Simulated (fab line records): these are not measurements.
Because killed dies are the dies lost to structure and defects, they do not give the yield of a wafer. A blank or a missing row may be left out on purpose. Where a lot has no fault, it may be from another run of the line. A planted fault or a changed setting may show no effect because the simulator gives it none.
Matching of chambers	flow sky130	cmp-01 running SKY_LI_CONTACT_CMP_02: 4 sister chambers
The step polishes PSG. 42 wafers are shown with their chamber, then 12 later ones without.

== WAFERS PAIRED WITH THEIR CHAMBERS ==
wafer	chamber	motor_current_A (A)	slurry_filter_dp_kPa (kPa)	platen_rpm (rpm)
L074.1	3	9.8	13.62	60.04
L074.2	0	12.7	13.41	59.90
L074.3	2	12.8	13.39	60.00
L075.3	2	13.1	13.46	59.99
L075.5	1	11.1	13.81	60.05
L075.6	0	12.7	13.42	59.97
L076.1	3	9.6	13.26	59.98
L076.2	1	11.1	13.88	59.94
L076.6	1	11.2	13.54	59.99
L078.3	0	12.7	13.68	60.00
L078.4	2	12.7	13.71	60.00
L078.6	0	12.1	13.67	60.00
L080.1	3	10.4	13.72	60.02
L080.3	1	11.0	13.45	59.92
L080.6	2	13.3	13.53	60.11
L081.1	3	10.3	13.72	60.04
L081.4	2	11.9	13.40	60.04
L081.5	3	10.4	13.48	59.95
L082.1	3	10.4	13.53	60.03
L082.2	0	12.7	13.14	59.99
L082.4	1	11.3	13.48	59.94
L084.1	2	12.6	13.48	60.01
L084.2	3	10.0	13.58	59.94
L084.5	2	12.9	13.71	59.95
L086.1	1	10.9	13.32	59.94
L086.4	0	12.1	13.43	60.01
L086.6	2	13.3	13.36	59.96
L087.1	1	11.5	13.63	60.03
L087.3	0	13.0	13.77	60.00
L087.6	2	13.2	13.56	60.03
L088.3	1	11.4	13.28	59.97
L088.5	2	12.8	13.46	60.03
L088.6	1	10.9	13.78	59.99
L089.3	2	12.6	13.54	60.01
L089.5	1	11.8	13.52	60.03
L089.6	0	12.9	13.55	59.97
L090.1	3	10.1	13.61	59.99
L090.5	3	10.5	13.59	60.05
L090.6	0	12.4	13.33	60.04
L092.1	3	10.1	13.60	59.94
L092.3	2	12.3	13.47	59.98
L092.4	1	11.6	13.51	60.09

SIGNATURES (means of the wafers above)
reading	chamber 0	chamber 1	chamber 2	chamber 3	scatter within a chamber
motor_current_A	12.589	11.255	12.792	10.160	0.34
slurry_filter_dp_kPa	13.4889	13.5636	13.5058	13.5710	0.161
platen_rpm	59.9867	59.9900	60.0092	59.9980	0.0453
Rule: distance of a wafer from a chamber = root of the sum over the readings of ((wafer's reading minus chamber's mean) / reading's scatter) squared. If the next closest chamber is less than 2 further off than the closest, the wafer can't be placed; otherwise it belongs to the closest. The scatter: the root of (the sum of the squares of (reading less its chamber's mean) over the shown wafers, divided by (wafers less chambers)).

== WAFERS WHOSE CHAMBER IS MISSING ==
wafer	motor_current_A (A)	slurry_filter_dp_kPa (kPa)	platen_rpm (rpm)
L093.3	13.4	13.31	60.07
L093.4	10.4	13.15	59.98
L093.6	13.5	13.52	59.94
L094.3	12.6	13.47	60.05
L094.4	10.8	13.41	59.99
L094.6	10.0	13.63	59.95
L095.1	12.1	13.27	59.99
L095.5	11.1	13.53	59.96
L095.6	12.9	13.44	60.05
L096.1	11.5	13.28	59.99
L096.2	9.7	13.68	60.06
L096.5	11.3	13.53	59.98

== EACH ONE'S CHAMBER ==
wafer	from the rows above	in truth
L093.3	can't be placed: 2 or 0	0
L093.4	can't be placed: 3 or 1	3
L093.6	can't be placed: 2 or 0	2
L094.3	can't be placed: 2 or 0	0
L094.4	can't be placed: 1 or 3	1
L094.6	3	3
L095.1	can't be placed: 0 or 2 or 1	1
L095.5	1	1
L095.6	can't be placed: 2 or 0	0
L096.1	can't be placed: 1 or 0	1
L096.2	3	3
L096.5	1	1
4 of 12 placed correctly. These rows do not allow placing 8 (true chamber among the candidates in 8). 0 placed wrongly.
